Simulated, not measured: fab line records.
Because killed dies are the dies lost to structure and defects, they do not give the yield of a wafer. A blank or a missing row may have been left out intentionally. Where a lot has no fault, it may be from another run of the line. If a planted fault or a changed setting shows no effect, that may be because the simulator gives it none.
2 desks, one fault | flow sfq-line | numbers are kept per desk, each desk with only its own; the story behind them comes last

## FROM THE METROLOGY DESK
Means of the sampled wafers that have a number, per lot and without regard to the tool the lot ran on: this is what the gauges read. Any lot whose mean is over 4 standard deviations away from the usual mean is out of limits and marked OUT; that distance is given in the brackets.
Columns: A = L0_MONX_KI_RS at SFQ_L0_RS_MEAS_901, usual 43.6 ohm/sq; B = L0_MONX_KI_THK at SFQ_L0_THK_MEAS_902, usual 38.7 nm; C = I0_OVL at SFQ_I0_OVL_MEAS_908, usual 3 nm; D = I1_OVL at SFQ_I1_OVL_MEAS_913, usual -3 nm
lot  | first seen here | A              | B              | C  | D
L682 | day 1 17:34     | 43.4           | 38.8           | 2  | 3
L683 | day 1 22:35     | 44.2           | 38.2           | 2  | -12
L684 | day 2 03:36     | 44.3           | 38.2           | -8 | -3
L685 | day 2 08:34     | 44.0           | 38.4           | 6  | -3
L687 | day 2 18:36     | 43.1           | 39.1           | 4  | -2
L688 | day 2 23:35     | 43.9           | 38.2           | -1 | 7
L689 | day 3 04:35     | 42.9           | 39.3           | -2 | -4
L690 | day 3 09:37     | 43.8           | 38.8           | 7  | -5
L693 | day 4 00:34     | 42.7           | 39.6           | 7  | -7
L694 | day 4 05:36     | 44.1           | 38.5           | 5  | 1
L695 | day 4 10:35     | 42.9           | 39.3           | 4  | 2
L696 | day 4 15:35     | 57.2 (+26) OUT | 30.3 (-16) OUT | -2 | -9
L697 | day 4 20:34     | 53.2 (+18) OUT | 33.0 (-11) OUT | 5  | -6
L699 | day 5 06:34     | 43.9           | 38.7           | 4  | -4
L702 | day 5 21:34     | 54.6 (+21) OUT | 31.9 (-13) OUT | 3  | -4
This desk's finding: out of limits on L696, L697, L702; first on L696, day 4 15:35 (L0_MONX_KI_RS at SFQ_L0_RS_MEAS_901). L682, L683, L684, L685, L687, L688, L689, L690, L693, L694, L695, L699 stayed within limits.

## TOOL OWNER'S DESK, pvd-sputter-06
The tool's own readings at SFQ_TRILAYER_L0_DEP_SPUTTER_003 (material MoNx KI, target thk 40 nm, time 100 s): means of the sampled wafers that have a number, for each lot that ran on this tool. Any lot whose mean is over 4 standard deviations away from the usual mean is out of limits and marked OUT; that distance is given in the brackets.
Columns: A = throttle-valve-pct at SFQ_TRILAYER_L0_DEP_SPUTTER_003, usual 30.1 %
lot  | first seen here | A
L690 | day 3 09:29     | 29.4
L693 | day 4 00:29     | 30.1
L694 | day 4 05:29     | 30.0
L696 | day 4 15:29     | 30.6
L697 | day 4 20:29     | 30.2
L702 | day 5 21:29     | 29.0
This desk found nothing out of limits on any of the 6 lots.

## PUT TOGETHER
L696, L697, L702 would have let the metrology desk raise an alarm at day 4 15:35.
The tool owner's desk saw nothing out of limits.
On record at the tool owner's desk: L696, L697, L702, within its limits.
Every lot named ran SFQ_TRILAYER_L0_DEP_SPUTTER_003 on pvd-sputter-06.

## WHAT THE SIMULATOR PUT IN
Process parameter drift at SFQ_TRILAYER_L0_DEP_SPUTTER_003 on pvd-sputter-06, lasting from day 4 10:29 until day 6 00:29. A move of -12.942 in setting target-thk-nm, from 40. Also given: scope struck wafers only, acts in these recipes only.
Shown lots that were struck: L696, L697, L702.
Delay in hours, fault start to first out-of-limits reading, per desk: metrology desk 5.
